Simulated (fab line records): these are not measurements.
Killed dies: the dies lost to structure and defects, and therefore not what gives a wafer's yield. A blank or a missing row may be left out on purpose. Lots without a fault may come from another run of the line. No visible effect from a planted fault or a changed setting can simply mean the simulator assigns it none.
Struck lot and sound lot, side by side | flow gf180mcu | 14 steps out of a route of 602
Sound: the wafers L951.2, L951.4, L951.6. Struck: wafers L956.2, L956.3, L956.4. The cause is named last.
Each step with rows lists, per side, the tool, then ch with its chambers, then its first start. Under that, the readings that differ: sound wafers | struck wafers | difference of the means | sigmas: that difference in standard deviations of wafers without a fault.
alike: a reading whose means differ by less than 2 such deviations, as well as words and numbers matching on both sides. not compared: withheld readings; readings where some wafer has no value; bounds like >300 that might hide an equal value; numbers whose values overlap and for which the record gives no deviation.
A row with sigmas, a row that says differs or no value, or rows on one side alone: a step with any of these is where the two part. When numbers do not overlap yet have no deviation, they are printed without sigmas and do not part them. Lack of a reading on every wafer of one side parts them only where that side has two or more wafers.

GF_M4_SPUTTER_01: material TiN, target thk 30 nm, time 25 s.
  struck on pvd-sputter-01, day 25 19:10; sound on pvd-sputter-01, day 23 16:13
  alike: throttle-valve-pct
GF_M4_SPUTTER_02: material AlCu, target thk 450 nm, time 23.9 s.
  struck on pvd-sputter-01, day 25 19:12; sound on pvd-sputter-01, day 23 16:14
  alike: throttle-valve-pct
GF_M4_SPUTTER_03: material Ti, target thk 10 nm, time 6.7 s.
  struck on pvd-sputter-01, day 25 19:14; sound on pvd-sputter-01, day 23 16:16
  alike: throttle-valve-pct
GF_M4_SPUTTER_04: material TiN, target thk 50 nm, time 41.7 s.
  struck on pvd-sputter-01, day 25 19:15; sound on pvd-sputter-01, day 23 16:17
  alike: throttle-valve-pct
GF_M4_RS_MEAS_05: measurement is done with a four-point probe.
  struck on film-metro-04, day 25 19:19; sound on film-metro-02, day 23 16:22
  alike: M4_ALCU_RS
GF_M4_THK_MEAS_06: measures by xrf.
  struck on film-metro-04, day 25 19:26; sound on film-metro-02, day 23 16:28
  alike: M4_ALCU_THK
then, 6 steps without rows for these wafers: GF_M4_DEHYDRATE_07 (time 60 s); GF_M4_HMDS_08 (prime time 60 s); GF_M4_COAT_09 (resist thk 1000 nm); GF_M4_SOFTBAKE_10 (time 60 s); GF_M4_EXPOSE_11 (exposes mask Metal4, target cd 280 nm); GF_M4_PEB_12 (peb time 90 s).
GF_M4_DEVELOP_13: develop time 60 s.
  struck on litho-track-03, day 26 16:22; sound on litho-track-03 ch 0, day 24 14:23
  no value came back on the struck wafers for chill-plate-temp-C (C), develop-time-s (s); on the sound wafers chill-plate-temp-C (C) reads 22.90 22.99 22.97
  reading                             | sound             | struck         | difference | sigmas
  model.KrF_of_M4_COAT_09.thk-nm (nm) | 986.1 987.7 985.5 | 999 998.3 1002 | +13        |
GF_M4_CD_MEAS_14: target cd 280 nm.
  struck on cd-sem-02, day 26 16:31; sound on cd-sem-02, day 24 14:31
  reading    | sound             | struck | difference                    | sigmas
  cd-nm (nm) | 278.1 277.8 277.1 | - - -  | no value on the struck wafers |

== WHERE THEY PART ==
Last at GF_M4_CD_MEAS_14 as far as this record goes, first at GF_M4_DEVELOP_13.

WHY: what had been put in by the simulator
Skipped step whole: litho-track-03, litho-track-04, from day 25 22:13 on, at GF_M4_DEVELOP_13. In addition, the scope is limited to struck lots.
